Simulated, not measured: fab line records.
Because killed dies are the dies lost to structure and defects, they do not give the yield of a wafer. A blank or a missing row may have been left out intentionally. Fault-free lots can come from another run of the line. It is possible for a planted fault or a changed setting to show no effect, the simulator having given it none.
fab line records    flow sky130
record: lots: 5  wafers: 15  last-day: 50
route steps=708 shown LI_CONTACT@380 LOCAL_INTERCONNECT@387
lots that met no fault: taken from a fault-free run of the same line
start-h: hours from the record's first day to the start of the lot's first wafer shown    wait-h: hours elapsed since this lot's preceding step    " identical to the entry in the row above    L1.1+2: several wafers, shown together as one row    - no value present, or no start provided    * or withheld: withheld    < > ~ a bound
route shown NAME@n: NAME is a module with steps in the file, n the number in the route of the first one    usual: average and standard deviation across the fault-free wafers    same: alike in all rows    chamber/n: place in a boat    sites: the reading at each site    _std_site: standard deviation across them    _edge_site: mean of outer sites minus mean of inner sites    radius-mm: how far each site lies from the wafer's centre    mask NAME#n: copy n    behind: the last tool/chamber to shape the wafer    hold: why the lot was held/for how many hours/how that ended    device: transistor that didn't switch, given as n, p or np    end of line: the tests these same wafers got at the end of their route    step lacking rows: just its recipe    killed: at the first sort, the dies lost to defects and structure; wafer yield is something else    map: a wafer's dies, x killed, . not, _ none there
set.NAME: the setting the step ran with; set.NAME@STEP: the setting that earlier step ran with    model.NAME: the simulator's own value behind a step, which no gauge read
lots at some steps of the route; a table a step, a row a wafer
services: when a tool's chamber went out of use (start-h, in hours from the record's first day, below 0 if earlier), for how many hours, and the reason
== steps ==
step: SKY_LI_CONTACT_PRE_CLEAN_18
recipe: gas: Ar  time-s: 5.6  bias-v: 358
lot.wafer   tool            chamber  start-h  wait-h
L080.1+2+5  pvd-sputter-04  -        723.38   0.0
L091.3+4+6  pvd-sputter-02  -        811.99   0.0
L092.2+3+5  pvd-sputter-04  -        823.01   0.0
L093.2+4+5  pvd-sputter-04  -        829.38   0.0
L096.1+2+5  pvd-sputter-01  -        841.73   0.0
step: SKY_LI_CONTACT_SPUTTER_19
recipe: material: Ti  target-thk-nm: 20  chamber-pressure-pa: 5  power-w: 2500  substrate-temp-c: 200  time-s: 106.37
usual: throttle-valve-pct: 29.9/0.53
lot.wafer  tool            chamber  start-h  wait-h  throttle-valve-pct
L080.1     pvd-sputter-04  -        723.40   0.0     30.1
L080.2     "               -        "        "       29.7
L080.5     "               -        "        "       29.8
L091.3     pvd-sputter-02  -        812.01   0.0     30.0
L091.4     "               -        "        "       29.6
L091.6     "               -        "        "       30.6
L092.2     pvd-sputter-04  -        823.03   0.0     29.8
L092.3     "               -        "        "       29.9
L092.5     "               -        "        "       29.7
L093.2     pvd-sputter-04  -        829.40   0.0     30.0
L093.4     "               -        "        "       30.4
L093.5     "               -        "        "       29.9
L096.1     pvd-sputter-01  -        841.75   0.0     29.6
L096.2     "               -        "        "       29.9
L096.5     "               -        "        "       30.2
step: SKY_LI_CONTACT_SPUTTER_20
recipe: material: TiN  target-thk-nm: 20  chamber-pressure-pa: 5  power-w: 4000  time-s: 80
usual: throttle-valve-pct: 29.8/0.5
lot.wafer  tool            chamber  start-h  wait-h  throttle-valve-pct
L080.1     pvd-sputter-04  -        723.47   0.0     29.9
L080.2     "               -        "        "       29.7
L080.5     "               -        "        "       30.0
L091.3     pvd-sputter-02  -        812.08   0.0     29.8
L091.4     "               -        "        "       29.6
L091.6     "               -        "        "       30.5
L092.2     pvd-sputter-04  -        823.11   0.0     30.0
L092.3     "               -        "        "       30.3
L092.5     "               -        "        "       30.0
L093.2     pvd-sputter-04  -        829.48   0.0     30.1
L093.4     "               -        "        "       30.3
L093.5     "               -        "        "       29.7
L096.1     pvd-sputter-01  -        841.82   0.0     29.8
L096.2     "               -        "        "       30.0
L096.5     "               -        "        "       30.2
step: SKY_LI_CONTACT_CVD_21
recipe: material: W  target-thk-nm: 400  time-s: 120.56  temp-c: 400  pressure-torr: 40
usual: heater-power-w: 827/54
lot.wafer  tool      chamber  start-h  wait-h  heater-power-w
L080.1     cvd-w-02  1        723.53   0.0     818
L080.2     "         0        "        "       764
L080.5     "         0        "        "       782
L091.3     cvd-w-01  1        812.18   0.1     907
L091.4     "         0        "        "       824
L091.6     "         0        "        "       826
L092.2     cvd-w-02  0        823.17   0.0     745
L092.3     "         1        "        "       847
L092.5     "         1        "        "       863
L093.2     cvd-w-02  0        829.54   0.0     753
L093.4     "         0        "        "       760
L093.5     "         0        "        "       763
L096.1     cvd-w-01  0        841.88   0.0     822
L096.2     "         1        "        "       905
L096.5     "         0        "        "       818
step: SKY_LI_CONTACT_RS_MEAS_22
recipe: thk-meas-gauge: four-point-probe  reads: W_of_LI_CONTACT_CVD_21+TiN_of_LI_CONTACT_SPUTTER_20+Ti_of_LI_CONTACT_SPUTTER_19
usual: LI_CONTACT_W_RS: 0.283/0.0046
lot.wafer  tool           chamber  start-h  wait-h  LI_CONTACT_W_RS[ohm/sq]
L080.1     film-metro-04  -        723.66   0.1     0.279
L080.2     "              -        "        "       0.281
L080.5     "              -        "        "       0.285
L091.3     film-metro-04  -        812.31   0.1     0.276
L091.4     "              -        "        "       0.284
L091.6     "              -        "        "       0.280
L092.2     film-metro-04  -        823.31   0.1     0.286
L092.3     "              -        "        "       0.278
L092.5     "              -        "        "       0.274
L093.2     film-metro-01  -        829.69   0.1     0.285
L093.4     "              -        "        "       0.287
L093.5     "              -        "        "       0.283
L096.1     film-metro-02  -        842.01   0.1     0.286
L096.2     "              -        "        "       0.280
L096.5     "              -        "        "       0.287
step: SKY_LI_CONTACT_THK_MEAS_23
recipe: thk-meas-gauge: xrf  reads: W_of_LI_CONTACT_CVD_21
usual: LI_CONTACT_W_THK: 394/7.5
lot.wafer  tool           chamber  start-h  wait-h  LI_CONTACT_W_THK[nm]
L080.1     film-metro-04  -        723.78   0.1     393
L080.2     "              -        "        "       392
L080.5     "              -        "        "       383
L091.3     film-metro-04  -        812.41   0.1     396
L091.4     "              -        "        "       386
L091.6     "              -        "        "       391
L092.2     film-metro-04  -        823.42   0.1     386
L092.3     "              -        "        "       396
L092.5     "              -        "        "       405
L093.2     film-metro-01  -        829.80   0.1     395
L093.4     "              -        "        "       389
L093.5     "              -        "        "       398
L096.1     film-metro-02  -        842.13   0.1     392
L096.2     "              -        "        "       402
L096.5     "              -        "        "       391
step: SKY_LI_CONTACT_CMP_24
recipe: stop-on: PSG  t-overpolish-s: 20  down-force-psi: 3.5  platen-rpm: 60  target-thk-nm: 0  pad-velocity-m-s: 0.94248
usual: head-pressure-psi: 3.500/0.0071  motor-current-A: 11.0/1.2  overpolish-run-s: 19.999/0.0092  retaining-ring-pressure-frac: 1.000/0.005  time-to-endpoint-s: 98/5.1
lot.wafer  tool    chamber  start-h  wait-h  head-pressure-psi  motor-current-A  overpolish-run-s  retaining-ring-pressure-frac  time-to-endpoint-s
L080.2     cmp-02  0        723.89   0.1     3.499              10.6             20.003            0.993                         98
L080.1     "       2        "        "       3.496              11.1             19.995            0.998                         101
L080.5     "       0        "        "       3.499              10.3             20.001            1.002                         97
L091.4     cmp-02  1        812.45   0.0     3.492              11.0             19.975            1.002                         104
L091.3     "       3        "        "       3.494              13.6             20.001            0.994                         94
L091.6     "       1        "        "       3.495              10.5             19.989            1.002                         102
L092.2     cmp-02  2        823.52   0.1     3.503              11.0             19.993            0.992                         95
L092.3     "       0        "        "       3.503              10.0             20.007            1.001                         89
L092.5     "       2        "        "       3.500              11.2             20.010            1.000                         96
L093.2     cmp-01  3        829.90   0.1     3.486              10.4             20.003            0.991                         94
L093.4     "       0        "        "       3.517              11.5             19.971            0.996                         95
L093.5     "       3        "        "       3.490              10.6             20.010            0.999                         93
L096.1     cmp-02  1        842.48   0.3     3.502              10.8             20.006            0.999                         99
L096.2     "       2        "        "       3.485              11.6             20.003            1.001                         96
L096.5     "       2        "        "       3.506              11.2             20.016            1.007                         91
step: SKY_LOCAL_INTERCONNECT_SPUTTER_00
recipe: material: TiN  target-thk-nm: 100  temp-c: 300  power-w: 6500  time-s: 83.3  chamber-pressure-pa: 0.4
usual: throttle-valve-pct: 30.4/0.62
lot.wafer  tool            chamber  start-h  wait-h  throttle-valve-pct
L080.1     pvd-sputter-03  -        724.14   0.1     31.3
L080.2     "               -        "        "       30.5
L080.5     "               -        "        "       30.5
L091.3     pvd-sputter-03  -        812.75   0.1     30.7
L091.4     "               -        "        "       31.5
L091.6     "               -        "        "       31.3
L092.2     pvd-sputter-03  -        823.77   0.2     31.1
L092.3     "               -        "        "       31.2
L092.5     "               -        "        "       31.3
L093.2     pvd-sputter-03  -        830.15   0.2     31.5
L093.4     "               -        "        "       31.4
L093.5     "               -        "        "       30.7
L096.1     pvd-sputter-04  -        842.78   0.2     29.9
L096.2     "               -        "        "       30.0
L096.5     "               -        "        "       30.7
step: SKY_LOCAL_INTERCONNECT_RS_MEAS_01
recipe: thk-meas-gauge: four-point-probe  reads: TiN_of_LOCAL_INTERCONNECT_SPUTTER_00
usual: LOCAL_INTERCONNECT_TIN_RS: 14.19/0.19
lot.wafer  tool           chamber  start-h  wait-h  LOCAL_INTERCONNECT_TIN_RS[ohm/sq]
L080.1     film-metro-04  -        724.20   0.0     14.48
L080.2     "              -        "        "       14.39
L080.5     "              -        "        "       14.34
L091.3     film-metro-02  -        812.85   0.1     13.97
L091.4     "              -        "        "       14.35
L091.6     "              -        "        "       14.29
L092.2     film-metro-03  -        823.86   0.1     14.48
L092.3     "              -        "        "       14.26
L092.5     "              -        "        "       14.38
L093.2     film-metro-04  -        830.23   0.1     14.01
L093.4     "              -        "        "       14.07
L093.5     "              -        "        "       14.01
L096.1     film-metro-04  -        842.84   0.0     14.14
L096.2     "              -        "        "       13.88
L096.5     "              -        "        "       13.87
step: SKY_LOCAL_INTERCONNECT_THK_MEAS_02
recipe: thk-meas-gauge: xrf  reads: TiN_of_LOCAL_INTERCONNECT_SPUTTER_00
usual: LOCAL_INTERCONNECT_TIN_THK: 99.6/1.3
lot.wafer  tool           chamber  start-h  wait-h  LOCAL_INTERCONNECT_TIN_THK[nm]
L080.1     film-metro-04  -        724.32   0.1     97.1
L080.2     "              -        "        "       97.9
L080.5     "              -        "        "       98.1
L091.3     film-metro-02  -        812.95   0.1     101.3
L091.4     "              -        "        "       98.9
L091.6     "              -        "        "       99.5
L092.2     film-metro-03  -        823.97   0.1     98.0
L092.3     "              -        "        "       99.5
L092.5     "              -        "        "       98.8
L093.2     film-metro-04  -        830.34   0.1     100.9
L093.4     "              -        "        "       99.7
L093.5     "              -        "        "       100.4
L096.1     film-metro-04  -        842.96   0.1     99.5
L096.2     "              -        "        "       101.5
L096.5     "              -        "        "       101.7
step: SKY_LOCAL_INTERCONNECT_DEHYDRATE_03
recipe: temp-c: 200  time-s: 60
lot.wafer   tool            chamber  start-h  wait-h
L080.1+2+5  litho-track-01  0        737.51   13.2
L091.3+4+6  litho-track-01  0        825.86   12.9
L092.2+3+5  litho-track-01  0        836.39   12.4
L093.2+4+5  litho-track-03  0        842.22   11.9
L096.1+2+5  litho-track-01  0        855.56   12.6
step: SKY_LOCAL_INTERCONNECT_HMDS_04
recipe: prime-time-s: 60  prime-temp-c: 120
lot.wafer   tool            chamber  start-h  wait-h
L080.1+2+5  litho-track-01  0        737.66   0.1
L091.3+4+6  litho-track-01  0        826.01   0.1
L092.2+3+5  litho-track-01  0        836.54   0.1
L093.2+4+5  litho-track-03  0        842.37   0.1
L096.1+2+5  litho-track-01  0        855.71   0.1
== services ==
tool            chamber  start-h  hours  kind
pvd-sputter-02  1        719.96   -      consumable-replace:kit
pvd-sputter-02  1        719.96   18.0   scheduled-down
pvd-sputter-02  1        719.96   18.0   vent-cycle
pvd-sputter-02  -        724.21   8.7    repair
cmp-01          -        725.82   3.5    repair
cmp-01          -        737.27   2.6    repair
cmp-01          -        744.15   4.0    pm
cmp-01          -        748.15   -      consumable-replace:conditioner
cmp-01          -        748.15   -      consumable-replace:pad
cvd-w-02        1        779.52   -      calibration
cmp-01          -        817.20   0.9    repair
pvd-sputter-03  0        829.07   -      consumable-replace:kit
pvd-sputter-03  0        829.07   18.0   scheduled-down
pvd-sputter-03  0        829.07   18.0   vent-cycle
cmp-01          -        831.09   2.7    repair
pvd-sputter-01  3        832.59   -      consumable-replace:kit
pvd-sputter-01  3        832.59   18.0   scheduled-down
pvd-sputter-01  3        832.59   18.0   vent-cycle
cmp-01          -        835.00   17.5   pm
pvd-sputter-02  -        840.85   7.5    repair
== key ==
fault none
